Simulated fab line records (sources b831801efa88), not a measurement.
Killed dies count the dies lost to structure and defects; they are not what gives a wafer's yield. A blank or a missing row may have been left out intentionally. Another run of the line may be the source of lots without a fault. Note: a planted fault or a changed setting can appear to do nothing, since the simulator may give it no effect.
One fault through the eyes of 2 desks | flow sky130 | what lay behind the numbers comes last; until then each desk has only its own

## THE METROLOGY DESK
What the gauges read, lot by lot, whatever tool the lot ran on: means of the sampled wafers that have a number. If a lot's mean is further than 4 standard deviations from the usual mean, the lot is out of limits and carries the mark OUT (the distance appears in the brackets).
Columns: A = VIA3_W_RS at SKY_VIA3_RS_MEAS_22, usual 0.293 ohm/sq; B = VIA3_W_THK at SKY_VIA3_THK_MEAS_23, usual 374 nm
lot  | first seen here | A     | B
L740 | day 39 18:09    | 0.292 | 373
L743 | day 40 16:27    | 0.292 | 377
L748 | day 42 06:44    | 0.296 | 372
L750 | day 42 14:41    | 0.295 | 366
L758 | day 45 00:48    | 0.296 | 371
L763 | day 46 01:13    | 0.299 | 370
This desk's finding: nothing out of limits on any of the 6 lots.

## DESK OF THE TOOL OWNER: pvdSputter-03
At SKY_METAL4_SPUTTER_01 (material TiN, target thk 20 nm, time 16.7 s) the tool's own readings: per lot run on this tool, the mean of the sampled wafers that have a number. If a lot's mean is further than 4 standard deviations from the usual mean, the lot is out of limits and carries the mark OUT (the distance appears in the brackets).
Columns: A = throttleValvePct at SKY_METAL4_SPUTTER_01, usual 30.4 %
lot  | first seen here | A
L743 | day 40 16:58    | 29.5
L748 | day 42 07:14    | 29.9
L750 | day 42 15:10    | 29.1
This desk's finding: nothing out of limits on any of the 3 lots.

## BROUGHT TOGETHER
The metrology desk saw nothing out of limits.
The desk of the tool owner found nothing out of limits.

## WHAT THE SIMULATOR HAD PUT IN
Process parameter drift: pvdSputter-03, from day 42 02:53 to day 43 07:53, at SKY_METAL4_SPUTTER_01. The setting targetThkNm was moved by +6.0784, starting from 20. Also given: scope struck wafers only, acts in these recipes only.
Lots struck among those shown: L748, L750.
